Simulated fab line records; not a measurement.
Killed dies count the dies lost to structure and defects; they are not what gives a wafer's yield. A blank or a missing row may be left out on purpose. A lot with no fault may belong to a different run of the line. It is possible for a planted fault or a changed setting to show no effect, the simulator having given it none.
A struck lot beside a sound one / flow sky130 / 19 out of 708 route steps
Sound: these wafers, L777.2, L777.3, L777.4. Wafers struck: L780.1, L780.2, L780.6. The cause is given at the end.
Order at every step that has rows: each side's tool, ch and its chambers, its first start. Under that, the readings that differ: sound wafers / struck wafers / difference of the means / sigmas: that difference in standard deviations of wafers without a fault.
alike: same words and numbers on both sides, and readings whose means sit less than 2 such deviations apart. not compared: any withheld reading, any reading some wafer has no value for, any bound like >300 that may hide the same value, and any number with overlapping values for which the record gives no deviation.
The two part at a step that has a row with sigmas, a row that says differs or no value, or rows on one side only. When numbers do not overlap yet have no deviation, they are printed without sigmas and do not part them. Lack of a reading on every wafer of one side parts them only where that side has two or more wafers.

SKY_LDD_HVP_OVL_MEAS_07:
  sound: overlay-02 at day 24 19:11; struck: overlay-01 at day 26 03:17
  alike: LDD_HVP_OVL
following that, these wafers have no rows for 1 step: SKY_LDD_HVP_IMPLANT_08.
SKY_LDD_HVP_STRIP_09: strips in O2/N2.
  sound on plasmaAsher-04 ch 0,1, day 24 19:22; struck on plasmaAsher-03 ch 0,1, day 26 03:28
  alike: chamberPressureMTorr, drypumpMotorCurrentA, oesProductAu, stripTimeToEndpointS
  not compared: rfHoursCounterH
SKY_LDD_HVP_TW_MEAS_10:
  sound: filmMetro-01 at day 24 19:28; struck: filmMetro-01 at day 26 03:34
  alike: LDD_HVP_TW
then, 7 steps without rows for these wafers: SKY_LDD_LDN_DEHYDRATE_00 (time 60 s); SKY_LDD_LDN_HMDS_01 (prime time 60 s); SKY_LDD_LDN_COAT_02 (resist thk 1140 nm); SKY_LDD_LDN_SOFTBAKE_03 (time 60 s); SKY_LDD_LDN_EXPOSE_04 (exposes mask LDNTM, target cd 700 nm); SKY_LDD_LDN_PEB_05; SKY_LDD_LDN_DEVELOP_06 (develop time 60 s).
SKY_LDD_LDN_OVL_MEAS_07:
  sound: overlay-02 at day 26 00:02; struck: overlay-02 at day 27 08:40
  alike: LDD_LDN_OVL
SKY_LDD_LDN_IMPLANT_08:
  sound on implanter-01 ch 0, day 26 00:05; struck on implanter-04, day 27 08:41
  no value came back on the struck wafers for beamEnergyKeV, beamOnS (s), rotationDeg (degrees); on the sound wafers beamEnergyKeV reads 14.994 14.999 15.008
then, 3 steps without rows for these wafers: SKY_LDD_LDN_IMPLANT_09; SKY_LDD_LDN_IMPLANT_10; SKY_LDD_LDN_IMPLANT_11.
SKY_LDD_LDN_STRIP_12: strips in O2/N2.
  sound on plasmaAsher-02 ch 0,1, day 26 00:40; struck on plasmaAsher-03 ch 0,1, day 27 09:17
  alike: chamberPressureMTorr, drypumpMotorCurrentA, oesProductAu, stripTimeToEndpointS
  not compared: rfHoursCounterH
SKY_LDD_LDN_TW_MEAS_13:
  sound: filmMetro-03 at day 26 00:46; struck: filmMetro-02 at day 27 09:23
reading=LDD_LDN_TW; sound=1462 1462 1472; struck=1359 1369 1356; difference=-104; sigmas=-9
then, 1 step without rows for these wafers: SKY_LDD_LDN_CLEAN_14 (cleans in SC1/SC2, time 150 s).

WHERE THEY PART
Earliest at SKY_LDD_LDN_IMPLANT_08; latest, in this record, at SKY_LDD_LDN_TW_MEAS_13.

WHY: the cause the simulator had injected
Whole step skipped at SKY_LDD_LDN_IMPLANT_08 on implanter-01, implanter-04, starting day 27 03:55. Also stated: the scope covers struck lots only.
